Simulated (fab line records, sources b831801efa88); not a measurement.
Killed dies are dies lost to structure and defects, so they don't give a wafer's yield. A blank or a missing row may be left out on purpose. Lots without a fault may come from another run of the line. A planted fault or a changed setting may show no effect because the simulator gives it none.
fab line records | flow sky130 | part 2 of 2: steps 33 to 45 of 45
record lots=5 wafers=15 last_day=50
route steps=708 shown FIELD_ISO@25 NWELL@32 DNWELL@35 PWDE@45
lots that met no fault: from a run of the same line without faults
start_h: hours from the record's first day to the start of the lot's first wafer shown | wait_h: hours since the lot's step before | " the same as in the row above | L1.1+2: a row that stands for several wafers | - no value, or no start given | * or withheld: withheld | < > ~ a bound
route shown NAME@n: a module of which the file shows steps, and the number in the route of the first | usual: mean/standard deviation of fault-free wafers | same: alike in all rows | chamber/n: place in a boat | sites: the reading at each site | _std_site: their standard deviation | _edge_site: outer sites' mean less inner sites' | radius_mm: how far each site lies from the wafer's centre | mask NAME#n: copy n | behind: the tool/chamber that last shaped the wafer | hold: why the lot was held/for how many hours/how that ended | device: the transistor (n, p or np) that didn't switch | end of line: the same wafers' tests at the end of the route | a step without rows: its recipe alone | killed: dies lost to structure and defects at the first sort, not the wafer's yield | map: a wafer's dies, x killed, . not, _ none there
set.NAME: the setting as run; set.NAME@STEP: as run at that earlier step | model.NAME: the simulator's own value behind a step, which no gauge read
lots at some steps of the route; a table a step, a row a wafer
services: from which hour (start_h, from the record's first day; less than 0 if before it) a tool's chamber was out of use, for how many hours, and why
## steps
# step SKY_NWELL_HMDS_04
# recipe prime_time_s=60 prime_temp_c=120
# columns lot.wafer tool chamber start_h wait_h
L074.2+3+6 litho_track-03 0 91.70 0.1
L078.4+5+6 litho_track-03 0 100.30 0.1
L080.1+3+4 litho_track-02 0 114.65 0.1
L084.1+4+5 litho_track-03 0 136.13 0.1
L091.4+5+6 litho_track-01 0 182.56 0.1
# step SKY_NWELL_COAT_05
# recipe spin_rpm=2000 resist_thk_nm=3000
# columns lot.wafer tool chamber start_h wait_h
L074.2+3+6 litho_track-03 0 91.85 0.1
L078.4+5+6 litho_track-03 0 100.45 0.1
L080.1+3+4 litho_track-02 0 114.80 0.1
L084.1+4+5 litho_track-03 0 136.28 0.1
L091.4+5+6 litho_track-01 0 182.71 0.1
# step SKY_NWELL_SOFTBAKE_06
# recipe temp_c=110 time_s=withheld
# columns lot.wafer tool chamber start_h wait_h
L074.2+3+6 litho_track-03 0 92.01 0.1
L078.4+5+6 litho_track-03 0 100.63 0.1
L080.1+3+4 litho_track-02 0 114.95 0.1
L084.1+4+5 litho_track-03 0 136.43 0.1
L091.4+5+6 litho_track-01 0 182.89 0.1
# step SKY_NWELL_EXPOSE_07
# recipe mask_id=NWM na=0.6 source_shape=conventional sigma_outer=0.6 polarization=unpolarized target_cd_nm=840 dose_mj=255
# usual stage_vel_mm_s=499.93/0.24
# same sigma_outer=0.6
# columns lot.wafer tool chamber start_h wait_h mask stage_vel_mm_s
L074.2 iline_stepper-02 0 - - NWM#0 500.07
L074.3 " 0 " " NWM#0 499.82
L074.6 " 0 " " NWM#0 499.91
L078.4 iline_stepper-01 0 - - NWM#0 499.85
L078.5 " 0 " " NWM#0 499.82
L078.6 " 0 " " NWM#0 499.72
L080.1 iline_stepper-01 0 - - NWM#0 500.01
L080.3 " 0 " " NWM#0 499.95
L080.4 " 0 " " NWM#0 499.84
L084.1 iline_stepper-01 0 - - NWM#0 499.86
L084.4 " 0 " " NWM#0 500.27
L084.5 " 0 " " NWM#0 499.79
L091.4 iline_stepper-01 0 - - NWM#0 500.35
L091.5 " 0 " " NWM#0 500.38
L091.6 " 0 " " NWM#0 500.30
# step SKY_NWELL_PEB_08
# recipe temp_c=115 time_s=withheld
# columns lot.wafer tool chamber start_h wait_h
L074.2+3+6 litho_track-03 0 - -
L078.4+5+6 litho_track-03 0 - -
L080.1+3+4 litho_track-02 0 - -
L084.1+4+5 litho_track-01 0 - -
L091.4+5+6 litho_track-01 0 - -
# step SKY_NWELL_DEVELOP_09
# recipe wall_angle_deg=90 developer=TMAH develop_time_s=60 dev_temp_c=23
# columns lot.wafer tool chamber start_h wait_h
L074.2+3+6 litho_track-03 0 - -
L078.4+5+6 litho_track-03 0 - -
L080.1+3+4 litho_track-02 0 - -
L084.1+4+5 litho_track-01 0 - -
L091.4+5+6 litho_track-01 0 - -
# step SKY_NWELL_OVL_MEAS_10
# usual NWELL_00_OVL=0.5/1.3
# columns lot.wafer tool chamber start_h wait_h NWELL_00_OVL[nm]
L074.2 overlay-01 - 101.08 - -1.0
L074.3 " - " " -0.9
L074.6 " - " " -2.1
L078.4 overlay-02 - 109.84 - 1.3
L078.5 " - " " -0.4
L078.6 " - " " 0.0
L080.1 overlay-01 - 124.30 - 1.7
L080.3 " - " " 0.2
L080.4 " - " " 1.2
L084.1 overlay-02 - 146.34 - -1.7
L084.4 " - " " -1.7
L084.5 " - " " -1.1
L091.4 overlay-02 - 193.41 - 1.0
L091.5 " - " " 0.6
L091.6 " - " " 2.3
# step SKY_NWELL_IMPLANT_11
# recipe species=P energy_kev=400 dose_cm2=1.9e+13 tilt_deg=withheld
# columns lot.wafer tool chamber start_h wait_h
L074.2+3+6 implanter-02 0 101.14 0.0
L078.4+5+6 implanter-03 0 109.94 0.1
L080.1+3+4 implanter-04 0 124.33 0.0
L084.1+4+5 implanter-03 0 146.38 0.0
L091.4+5+6 implanter-03 0 193.50 0.1
# step SKY_NWELL_IMPLANT_12
# recipe species=P energy_kev=120 dose_cm2=1.3e+12 tilt_deg=withheld
# columns lot.wafer tool chamber start_h wait_h
L074.2+3+6 implanter-02 0 101.29 0.1
L078.4+5+6 implanter-03 0 110.09 0.1
L080.1+3+4 implanter-04 0 124.48 0.1
L084.1+4+5 implanter-03 0 146.53 0.1
L091.4+5+6 implanter-03 0 193.65 0.1
# step SKY_NWELL_IMPLANT_13
# recipe species=P energy_kev=50 dose_cm2=7e+11 tilt_deg=withheld
# columns lot.wafer tool chamber start_h wait_h
L074.2+3+6 implanter-02 0 101.44 0.1
L078.4+5+6 implanter-03 0 110.24 0.1
L080.1+3+4 implanter-04 0 124.63 0.1
L084.1+4+5 implanter-03 0 146.68 0.1
L091.4+5+6 implanter-03 0 193.80 0.1
# step SKY_NWELL_STRIP_14
# recipe chemistry=O2/N2 power_w=1400 pressure_mtorr=1500 platen_temp_c=withheld o2_flow_sccm=3000 n2_flow_sccm=300 overash_fraction=0.5
# usual chamber_pressure_mTorr=1500.0/1.2 drypump_motor_current_A=5.8/0.52 oes_product_au=0.723/0.0039 strip_time_to_endpoint_s=36.96/0.092
# columns lot.wafer tool chamber start_h wait_h chamber_pressure_mTorr drypump_motor_current_A oes_product_au rf_hours_counter_h strip_time_to_endpoint_s
L074.2 plasma_asher-03 0 101.56 0.1 1502.6 5.4 0.729 28 36.85
L074.3 " 0 " " 1499.2 5.4 0.727 - 36.95
L074.6 " 0 " " 1501.1 5.3 0.720 - 36.88
L078.4 plasma_asher-02 0 110.35 0.1 1498.4 5.5 0.729 - 37.02
L078.5 " 1 " " 1500.6 5.4 0.732 - 36.96
L078.6 " 0 " " 1502.0 5.5 0.722 - 37.13
L080.1 plasma_asher-03 0 124.78 0.1 1498.1 5.3 0.730 31 36.85
L080.3 " 0 " " 1498.8 5.4 0.726 - 36.94
L080.4 " 1 " " 1498.5 6.5 0.726 - 36.94
L084.1 plasma_asher-03 0 146.83 0.1 1499.9 5.3 0.727 33 37.02
L084.4 " 0 " " 1500.5 5.4 0.724 - 37.04
L084.5 " 1 " " 1501.7 6.4 0.718 - 37.04
L091.4 plasma_asher-03 0 193.91 0.1 1499.0 5.4 0.723 - 36.98
L091.5 " 0 " " 1498.8 5.4 0.720 - 36.88
L091.6 " 1 " " 1499.9 6.4 0.719 - 36.92
# step SKY_NWELL_TW_MEAS_15
# usual NWELL_TW=1811/27
# columns lot.wafer tool chamber start_h wait_h NWELL_TW
L074.2 film_metro-01 - 101.67 0.1 1783
L074.3 " - " " 1767
L074.6 " - " " 1785
L078.4 film_metro-01 - 110.44 0.1 1774
L078.5 " - " " 1773
L078.6 " - " " 1763
L080.1 film_metro-04 - 124.88 0.1 1837
L080.3 " - " " 1839
L080.4 " - " " 1841
L084.1 film_metro-04 - 146.93 0.1 1838
L084.4 " - " " 1850
L084.5 " - " " 1847
L091.4 film_metro-01 - 194.01 0.1 1792
L091.5 " - " " 1790
L091.6 " - " " 1797
# step SKY_NWELL_DEHYDRATE_16
# recipe temp_c=200 time_s=60
# columns lot.wafer tool chamber start_h wait_h
L074.2+3+6 litho_track-02 0 110.12 8.4
L078.4+5+6 litho_track-02 0 119.82 9.4
L080.1+3+4 litho_track-01 0 133.94 9.0
L084.1+4+5 litho_track-03 0 156.58 9.6
L091.4+5+6 litho_track-02 0 205.57 11.6
## services
# columns tool chamber start_h hours kind
implanter-02 - 24.30 1.6 repair
plasma_asher-01 - 33.67 2.0 repair
wet_bench-01 - 45.47 4.4 pm
cmp-02 - 49.02 1.8 repair
iline_stepper-02 - 63.41 7.6 repair
cmp-01 - 64.00 4.0 pm
hdpcvd-02 - 66.75 15.0 pm
iline_stepper-02 - 81.19 2.1 pm
implanter-03 - 100.76 4.1 pm
hdpcvd-01 2 104.51 19.6 repair
plasma_asher-01 - 108.75 9.0 pm
cmp-02 - 127.65 0.7 repair
hdpcvd-02 - 134.07 107.0 repair
cmp-01 - 135.66 3.4 repair
furnace-02 - 141.03 3.4 pm
furnace-01 - 147.88 3.1 pm
iline_stepper-01 - 162.52 1.7 pm
implanter-04 - 162.54 2.5 repair
implanter-02 - 176.81 3.2 pm
cmp-01 - 184.54 0.7 repair
implanter-03 - 188.28 1.8 repair
cmp-01 - 192.28 5.8 pm
iline_stepper-02 - 197.36 1.7 pm
furnace-01 - 199.87 5.5 repair
